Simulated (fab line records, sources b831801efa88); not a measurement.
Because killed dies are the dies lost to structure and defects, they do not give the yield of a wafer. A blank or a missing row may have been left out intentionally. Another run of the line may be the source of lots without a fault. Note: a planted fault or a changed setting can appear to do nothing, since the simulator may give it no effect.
A struck lot beside a sound one ; flow gf180mcu ; 15 out of 602 route steps
Sound: wafers L598.1, L598.2, L598.5. Struck: wafer L612.2; the same lot's L612.6 was not struck, so it is left out; see the end for the cause.
For every step that has rows: the tool of each side, followed by ch and its chambers, followed by its first start. Under that, the readings that differ: sound wafers ; struck wafers ; difference of the means ; sigmas: that difference in standard deviations of wafers without a fault.
alike: readings whose means differ by less than 2 such deviations, and words and numbers that are the same on both sides. not compared: withheld readings, readings that some wafer has no value for, bounds like >300 that may hide the same value, and numbers for which the record gives no deviation and whose values overlap.
Wherever a step has rows on one side only, a row that says differs or no value, or a row with sigmas, the two part there. Non-overlapping numbers with no deviation appear without sigmas and do not part them. A reading that every wafer of one side lacks parts them only if that side has two wafers or more.

GF_V4_CD_MEAS_14 targets a cd of 260 nm.
  sound on cd_sem-01, day 25 13:04; struck on cd_sem-02, day 29 20:41
  alike: cd_nm
GF_V4_OVL_MEAS_15:
  sound on overlay-01, day 25 13:11; struck on overlay-02, day 29 20:47
  alike: V4_OVL
GF_V4_ETCH_16: etches BARC in N2/H2.
  sound on rie_diel-03 ch 0,2, day 25 13:13; struck on rie_diel-01 ch 2, day 29 20:49
  alike: chamber_pressure_mTorr, drypump_motor_current_A, oes_product_au, throttle_valve_pct
GF_V4_ETCH_17: etches SiO2 in C4F8/O2/Ar, stops on TiN, target depth 630 nm.
  sound: rie_diel-03 ch 0,2; struck: rie_diel-01 ch 2
  alike: chamber_pressure_mTorr, oes_product_au
then, 3 steps without rows for these wafers: GF_V4_STRIP_18 (strips in O2/N2); GF_V4_STRIP_19 (strips in post etch residue remover, time 1200 s); GF_V4_CLEAN_20 (cleans in DIW).
GF_V4_SPUTTER_21: material Ti, target thk 15 nm, time 80.02 s.
  sound on pvd_sputter-04, day 25 13:53; struck on pvd_sputter-03, day 29 21:29
  alike: chamber_pressure_pa, throttle_valve_pct
GF_V4_SPUTTER_22: material TiN, target thk 10 nm, time 40 s.
  sound on pvd_sputter-04, day 25 13:56; struck on pvd_sputter-03, day 29 21:33
  alike: chamber_pressure_pa, throttle_valve_pct
GF_V4_CVD_23: deposits W, target thk 350 nm, time 104.9 s.
  sound on cvd_w-02 ch 0,1, day 25 13:59; struck on cvd_w-02 ch 1, day 29 21:35
  alike: heater_power_w
GF_V4_RS_MEAS_24: the measuring method here is four-point-probe.
  sound on film_metro-03, day 25 14:05; struck on film_metro-03, day 29 21:43
  alike: V4_W_RS
GF_V4_THK_MEAS_25: measures by xrf.
  sound on film_metro-03, day 25 14:13; struck on film_metro-03, day 29 21:50
  alike: V4_W_THK
GF_V4_CMP_26: polishes, stops on SiO2, t overpolish 15 s, target thk 0 nm.
  sound on cmp-02 ch 0,2,3, day 25 14:16; struck on cmp-02 ch 0, day 29 21:56
reading;sound;struck;difference;sigmas
overpolish_run_s (s);14.994 14.999 14.989;0.039;-14.955;-99 or more
time_to_endpoint_s (s);84 82 85;130;+46;+14
  alike: head_pressure_psi, motor_current_A
then, 1 step without rows for these wafers: GF_MIM_SPUTTER_00 (material Ti, target thk 37.5 nm, time 150 s).
-- the record jumps here: 4 days lie between the struck wafers' starts before and after (it left off in module MIM and takes up again in module PASSIVATION, whose first step shown is number 602 of the route) --
GF_PASSIVATION_PROBE_99:
  the record has rows for the struck wafers here (prober-02, day 33 17:04) and none for the sound ones

## WHERE THEY PART
Last at GF_PASSIVATION_PROBE_99 as far as this record goes, first at GF_V4_CMP_26.

WHY: what had been put in by the simulator
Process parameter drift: cmp-02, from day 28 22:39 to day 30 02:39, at GF_V4_CMP_26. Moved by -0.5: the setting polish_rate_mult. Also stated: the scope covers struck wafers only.
